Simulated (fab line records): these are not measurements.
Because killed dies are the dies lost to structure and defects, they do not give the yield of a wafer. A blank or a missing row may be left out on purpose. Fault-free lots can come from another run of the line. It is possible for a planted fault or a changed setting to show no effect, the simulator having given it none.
fab line records	flow sky130
record: lots: 14	wafers: 42	lastDay: 50
route steps=708 shown VIA1@474 METAL2@503
lots that met no fault: from a run of the same line without faults
startH: the number of hours between the record's first day and the start of the first shown wafer of the lot	waitH: hours from the lot's prior step to this one	" unchanged from the row above	L1.1+2: a single row standing in for several wafers	- no value, or no start given	* or withheld: withheld	< > ~ a bound
route shown NAME@n: NAME is a module with steps in the file, n the number in the route of the first one	usual: average and standard deviation across the fault-free wafers	same: alike in all rows	chamber/n: place in a boat	sites: the reading at each site	_std_site: their standard deviation	_edge_site: outer sites' mean less inner sites'	radiusMm: how far each site lies from the wafer's centre	mask NAME#n: copy n	behind: the last tool/chamber to shape the wafer	hold: reason for holding the lot/hours on hold/outcome of the hold	device: names the non-switching transistor (n, p or np)	end of line: tests of these same wafers at the route's end	for a step that has no rows: nothing shown but its recipe	killed: count of dies lost to structure and defects at first sort (not the wafer's yield)	map: a wafer's dies, x killed, . not, _ none there
set.NAME: the setting that was run; set.NAME@STEP: the one run at that earlier step	model.NAME: the simulator's own value behind a step, which no gauge read
route steps across a sampled set of lots; one table per step, one row per wafer
services: the hour from which a tool's chamber was out of use, counted from the record's first day as startH (under 0 if before that day), plus the number of hours and why
== steps ==
step: SKY_VIA1_STRIP_16
recipe: chemistry: O2/N2	powerW: 1400	pressureMtorr: 1500	platenTempC: withheld	o2FlowSccm: 3000	n2FlowSccm: 300	overashFraction: 0.5
usual: chamberPressureMTorr: 1500.1/1.4	drypumpMotorCurrentA: 5.98/0.14	o2FlowSccm: 3000/8.2	oesProductAu: 0.415/0.005	stripTimeToEndpointS: 4.459/0.024
lot.wafer	tool	chamber	startH	waitH	chamberPressureMTorr	drypumpMotorCurrentA	o2FlowSccm	oesProductAu	rfHoursCounterH	stripTimeToEndpointS
L653.2	plasmaAsher-04	1	801.38	0.0	1499.5	6.01	3009	0.410	98	4.472
L653.3	"	0	"	"	1499.7	6.03	3001	0.423	-	4.487
L653.6	"	1	"	"	1499.1	5.99	3005	0.410	-	4.444
L652.1	plasmaAsher-01	0	803.10	0.0	1498.8	5.70	2996	0.407	37	4.457
L652.2	"	1	"	"	1500.4	5.74	3007	0.408	37	4.507
L652.5	"	0	"	"	1503.0	5.70	2984	0.411	-	4.465
L655.1	plasmaAsher-03	0	815.75	0.0	1500.3	6.15	2992	0.411	68	4.448
L655.2	"	1	"	"	1500.3	5.93	2980	0.417	68	4.470
L655.3	"	0	"	"	1499.2	6.16	2995	0.417	-	4.446
L654.1	plasmaAsher-01	0	816.88	0.0	1500.1	5.71	2991	0.415	39	4.459
L654.2	"	1	"	"	1500.1	5.74	2997	0.419	39	4.472
L654.6	"	1	"	"	1500.4	5.75	2999	0.418	-	4.453
L656.2	plasmaAsher-01	1	823.95	0.0	1498.4	5.76	3008	0.410	39	4.428
L656.4	"	0	"	"	1499.2	5.76	3001	0.415	-	4.445
L656.5	"	1	"	"	1501.3	5.75	2996	0.409	-	4.451
L657.2	plasmaAsher-04	0	840.00	0.0	1498.2	6.08	3004	0.422	102	4.442
L657.3	"	0	"	"	1498.3	6.06	3000	0.416	-	4.407
L657.5	"	1	"	"	1499.5	6.00	2999	0.417	-	4.443
L658.3	plasmaAsher-04	0	848.47	0.1	1497.9	6.04	2985	0.413	-	4.434
L658.4	"	1	"	"	1500.0	6.00	3003	0.420	-	4.441
L658.5	"	0	"	"	1497.9	6.05	2997	0.418	-	4.410
L661.1	plasmaAsher-04	0	863.70	0.0	1499.5	6.07	3007	0.411	105	4.473
L661.2	"	1	"	"	1497.2	6.01	2988	0.423	105	4.469
L661.6	"	1	"	"	1499.6	6.00	2997	0.415	-	4.492
L662.1	plasmaAsher-03	0	869.75	0.0	1498.9	6.14	3019	0.426	75	4.478
L662.4	"	1	"	"	1498.4	5.95	2994	0.421	-	4.447
L662.6	"	1	"	"	1499.0	5.96	3005	0.422	-	4.463
L671.1	plasmaAsher-03	0	929.26	0.0	1499.8	6.15	2990	0.415	81	4.461
L671.4	"	0	"	"	1497.5	6.16	2998	0.413	-	4.442
L671.5	"	1	"	"	1501.0	5.96	2995	0.413	-	4.444
L672.3	plasmaAsher-03	0	932.34	0.1	1498.6	6.17	3003	0.417	-	4.508
L672.5	"	1	"	"	1499.5	6.00	2999	0.411	-	4.485
L672.6	"	0	"	"	1501.1	6.17	3007	0.415	-	4.489
L673.3	plasmaAsher-04	0	936.87	0.1	1498.4	6.06	3001	0.413	-	4.479
L673.4	"	1	"	"	1500.6	5.98	3016	0.418	-	4.470
L673.5	"	1	"	"	1499.9	5.99	3012	0.414	-	4.463
L674.1	plasmaAsher-04	1	943.03	0.0	1499.7	6.02	2980	0.413	114	4.489
L674.3	"	0	"	"	1500.4	6.01	3006	0.411	-	4.420
L674.4	"	1	"	"	1503.9	6.00	2992	0.426	-	4.482
L675.1	plasmaAsher-03	0	954.20	0.0	1498.6	6.16	3007	0.419	84	4.426
L675.2	"	1	"	"	1498.5	5.94	2992	0.418	84	4.411
L675.3	"	0	"	"	1500.0	6.16	2999	0.407	-	4.430
step: SKY_VIA1_CVD_21
recipe: material: W	targetThkNm: 270	timeS: 80.902	tempC: 400	pressureTorr: 40
usual: heaterPowerW: 879/68
same: timeS: 80.902
lot.wafer	tool	chamber	startH	waitH	heaterPowerW
L653.2	cvdW-02	1	802.45	0.0	803
L653.3	"	0	"	"	987
L653.6	"	0	"	"	966
L652.1	cvdW-01	0	803.83	0.0	880
L652.2	"	1	"	"	892
L652.5	"	1	"	"	891
L655.1	cvdW-02	0	816.42	0.0	980
L655.2	"	1	"	"	822
L655.3	"	1	"	"	825
L654.1	cvdW-02	1	817.54	0.0	843
L654.2	"	0	"	"	994
L654.6	"	1	"	"	840
L656.2	cvdW-01	0	824.64	0.0	889
L656.4	"	1	"	"	896
L656.5	"	1	"	"	871
L657.2	cvdW-01	0	840.70	0.1	894
L657.3	"	0	"	"	892
L657.5	"	0	"	"	881
L658.3	cvdW-02	1	849.12	0.1	800
L658.4	"	0	"	"	998
L658.5	"	0	"	"	991
L661.1	cvdW-01	1	864.47	0.0	867
L661.2	"	0	"	"	854
L661.6	"	1	"	"	917
L662.1	cvdW-01	1	870.41	0.0	900
L662.4	"	1	"	"	897
L662.6	"	1	"	"	886
L671.1	cvdW-01	0	929.91	0.0	886
L671.4	"	1	"	"	879
L671.5	"	0	"	"	899
L672.3	cvdW-02	0	933.00	0.1	910
L672.5	"	0	"	"	916
L672.6	"	1	"	"	739
L673.3	cvdW-02	1	937.52	0.1	750
L673.4	"	0	"	"	897
L673.5	"	0	"	"	899
L674.1	cvdW-02	0	943.69	0.0	901
L674.3	"	0	"	"	921
L674.4	"	1	"	"	743
L675.1	cvdW-02	0	954.86	0.0	916
L675.2	"	1	"	"	741
L675.3	"	1	"	"	745
step: SKY_VIA1_CMP_24
recipe: stopOn: SiO2	tOverpolishS: 15	downForcePsi: 3.5	platenRpm: 60	targetThkNm: 0	padVelocityMS: 0.94248
usual: motorCurrentA: 11.0/1.3	overpolishRunS: 15.000/0.01	timeToEndpointS: 64/4
lot.wafer	tool	chamber	startH	waitH	motorCurrentA	overpolishRunS	timeToEndpointS
L653.3	cmp-02	3	802.77	0.1	9.5	15.010	65
L653.2	"	0	"	"	10.4	14.999	64
L653.6	"	2	"	"	11.1	14.995	64
L652.2	cmp-01	2	804.21	0.1	9.1	15.009	62
L652.1	"	3	"	"	11.6	15.001	63
L652.5	"	0	"	"	11.4	15.002	58
L655.2	cmp-01	3	816.69	0.0	11.3	15.009	69
L655.1	"	0	"	"	12.0	15.005	61
L655.3	"	1	"	"	10.8	14.998	63
L654.1	cmp-01	0	817.82	0.1	11.8	14.996	63
L654.2	"	3	"	"	12.4	15.002	67
L654.6	"	1	"	"	11.3	15.011	67
L656.2	cmp-01	2	825.03	0.1	8.6	15.012	62
L656.4	"	3	"	"	11.4	14.989	69
L656.5	"	1	"	"	11.0	15.000	68
L657.2	cmp-01	3	841.03	0.0	11.9	14.988	72
L657.3	"	0	"	"	11.9	14.998	61
L657.5	"	3	"	"	11.3	15.009	67
L658.3	cmp-02	2	849.37	0.0	11.5	15.006	75
L658.4	"	1	"	"	13.3	15.009	68
L658.5	"	3	"	"	9.5	15.012	70
L661.1	cmp-01	1	864.79	0.1	11.3	15.004	65
L661.2	"	3	"	"	11.6	14.996	67
L661.6	"	1	"	"	10.8	15.012	63
L662.1	cmp-02	2	870.68	0.1	11.2	14.997	71
L662.4	"	0	"	"	10.3	14.990	65
L662.6	"	2	"	"	11.9	14.999	68
L671.4	cmp-01	0	930.19	0.0	11.2	14.999	55
L671.1	"	3	"	"	11.1	15.001	60
L671.5	"	0	"	"	11.8	15.003	51
L672.3	cmp-02	0	933.34	0.1	10.3	14.996	64
L672.5	"	2	"	"	11.0	15.018	66
L672.6	"	3	"	"	10.1	15.014	70
L673.3	cmp-02	1	937.76	0.0	13.5	14.993	62
L673.4	"	2	"	"	11.1	14.976	66
L673.5	"	2	"	"	11.5	14.983	63
L674.3	cmp-02	3	943.96	0.0	10.3	14.987	64
L674.1	"	0	"	"	10.1	15.003	63
L674.4	"	1	"	"	14.2	15.005	64
L675.1	cmp-02	2	955.13	0.1	11.1	14.991	66
L675.3	"	0	"	"	10.0	14.993	63
L675.2	"	1	"	"	13.8	14.995	66
step: SKY_METAL2_STRIP_20
recipe: chemistry: O2/N2	powerW: 1400	pressureMtorr: 1500	platenTempC: withheld	o2FlowSccm: 3000	n2FlowSccm: 300	overashFraction: 0.5
usual: chamberPressureMTorr: 1499.9/1.4	drypumpMotorCurrentA: 5.9/0.31	o2FlowSccm: 2999/8.5	oesProductAu: 0.343/0.0049	stripTimeToEndpointS: 2.70/0.053
lot.wafer	tool	chamber	startH	waitH	chamberPressureMTorr	drypumpMotorCurrentA	o2FlowSccm	oesProductAu	rfHoursCounterH	stripTimeToEndpointS
L653.2	plasmaAsher-02	1	829.43	0.1	1500.8	5.5	2985	0.335	8	2.66
L653.3	"	1	"	"	1501.8	5.5	3002	0.343	-	2.69
L653.6	"	0	"	"	1498.8	6.4	2992	0.337	-	2.63
L652.1	plasmaAsher-03	0	830.94	0.1	1499.7	6.1	3001	0.351	69	2.71
L652.2	"	1	"	"	1500.6	6.0	2979	0.344	69	2.73
L652.5	"	1	"	"	1502.7	5.9	2986	0.341	-	2.72
L655.1	plasmaAsher-03	0	843.66	0.1	1500.4	6.1	2996	0.349	71	2.74
L655.2	"	1	"	"	1500.7	6.0	3002	0.340	71	2.75
L655.3	"	1	"	"	1501.0	6.0	3008	0.348	-	2.78
L654.1	plasmaAsher-01	0	844.46	0.1	1499.0	5.7	3002	0.347	40	2.68
L654.2	"	1	"	"	1500.1	5.8	3004	0.334	40	2.61
L654.6	"	1	"	"	1498.4	5.7	3006	0.346	-	2.66
L656.2	plasmaAsher-03	0	851.01	0.1	1499.9	6.1	2999	0.344	72	2.70
L656.4	"	1	"	"	1501.9	5.9	3003	0.354	-	2.70
L656.5	"	1	"	"	1499.4	6.0	3001	0.344	-	2.67
L657.2	plasmaAsher-02	1	867.36	0.1	1497.8	5.5	2994	0.340	13	2.62
L657.3	"	1	"	"	1500.9	5.5	2986	0.345	-	2.76
L657.5	"	0	"	"	1498.1	6.4	3002	0.347	-	2.80
L658.3	plasmaAsher-02	1	876.49	0.1	1498.8	5.5	2993	0.333	-	2.70
L658.4	"	0	"	"	1500.6	6.4	3005	0.342	-	2.71
L658.5	"	0	"	"	1498.7	6.4	2994	0.356	-	2.69
L661.1	plasmaAsher-01	1	891.21	0.1	-	-	-	-	-	-
L661.2	"	0	"	"	-	-	-	-	-	-
L661.6	"	1	"	"	-	-	-	-	-	-
L662.1	plasmaAsher-01	0	897.22	0.1	-	-	-	-	-	-
L662.4	"	0	"	"	-	-	-	-	-	-
L662.6	"	1	"	"	-	-	-	-	-	-
L671.1	plasmaAsher-03	1	956.11	0.1	1499.2	5.9	3005	0.340	84	2.66
L671.4	"	1	"	"	1499.6	6.0	3004	0.341	-	2.66
L671.5	"	1	"	"	1498.4	6.0	2994	0.341	-	2.67
L672.3	plasmaAsher-01	1	958.64	0.1	1499.4	5.8	3011	0.341	-	2.68
L672.5	"	0	"	"	1499.4	5.7	2994	0.347	-	2.76
L672.6	"	1	"	"	1501.6	5.8	2997	0.336	-	2.67
L673.3	plasmaAsher-03	0	963.24	0.1	1500.0	6.2	2998	0.351	-	2.71
L673.4	"	1	"	"	1500.8	6.0	3008	0.334	-	2.74
L673.5	"	0	"	"	1497.6	6.2	2988	0.337	-	2.70
L674.1	plasmaAsher-02	0	969.16	0.1	1500.8	6.4	2998	0.347	23	2.73
L674.3	"	1	"	"	1500.5	5.5	3018	0.346	-	2.75
L674.4	"	0	"	"	1500.7	6.4	3010	0.342	-	2.70
L675.1	plasmaAsher-02	1	980.08	0.1	1500.7	5.5	2993	0.337	25	2.59
L675.2	"	0	"	"	1500.1	6.4	2993	0.345	25	2.73
L675.3	"	0	"	"	1499.8	6.4	3011	0.337	-	2.55
== services ==
tool	chamber	startH	hours	kind
plasmaAsher-02	-	813.79	2.2	repair
cmp-01	-	814.65	0.2	repair
plasmaAsher-01	-	828.67	14.6	pm
cvdW-02	0	833.95	2.4	repair
cmp-02	-	834.68	5.2	pm
cvdW-01	1	836.17	11.6	repair
plasmaAsher-01	-	846.07	42.5	pm
cmp-02	-	850.21	0.8	repair
cvdW-02	0	858.61	23.4	repair
cvdW-02	1	863.90	10.8	repair
cmp-02	-	887.40	0.2	repair
cvdW-01	-	899.84	1.4	repair
cvdW-02	-	904.00	14.0	pm
cvdW-02	0	904.00	14.0	ventCycle
cvdW-02	1	904.00	14.0	ventCycle
plasmaAsher-04	-	912.02	0.9	repair
cmp-02	-	912.48	4.0	pm
plasmaAsher-01	-	917.67	3.4	repair
cvdW-02	0	918.00	-	clean
cmp-01	-	924.23	5.0	repair
cmp-01	-	936.58	2.3	repair
cmp-01	-	942.03	5.7	pm
cmp-01	-	948.46	5.9	pm
plasmaAsher-03	-	976.89	28.1	pm
== key ==
firstSign: step: SKY_METAL2_STRIP_20	reading: toolRecord	direction: missing
effect none on later readings
metAt SKY_METAL2_STRIP_20
struckLots L661,L662
laterRowsLeftOut L661.1,L661.2,L661.6,L662.1,L662.4,L662.6
sortLeftOut L661.1,L661.2,L661.6,L662.1,L662.4,L662.6
notActingAt SKY_VIA1_STRIP_16,SKY_VIA1_CVD_21,SKY_VIA1_CMP_24
onsetBetween 844.46 891.21
fault: kind: skippedStepWhole	tool: plasmaAsher-01	chamber: -	onsetH: 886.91	steps: SKY_METAL2_STRIP_20	scope: struckLotsOnly
sortLeftOut: the simulated sort isn't trusted on such a fault, so these wafers' sort isn't shown, and their yield isn't known
laterRowsLeftOut: the simulator's readings of these wafers behind a module that went badly wrong aren't trusted and aren't shown, but for the sort
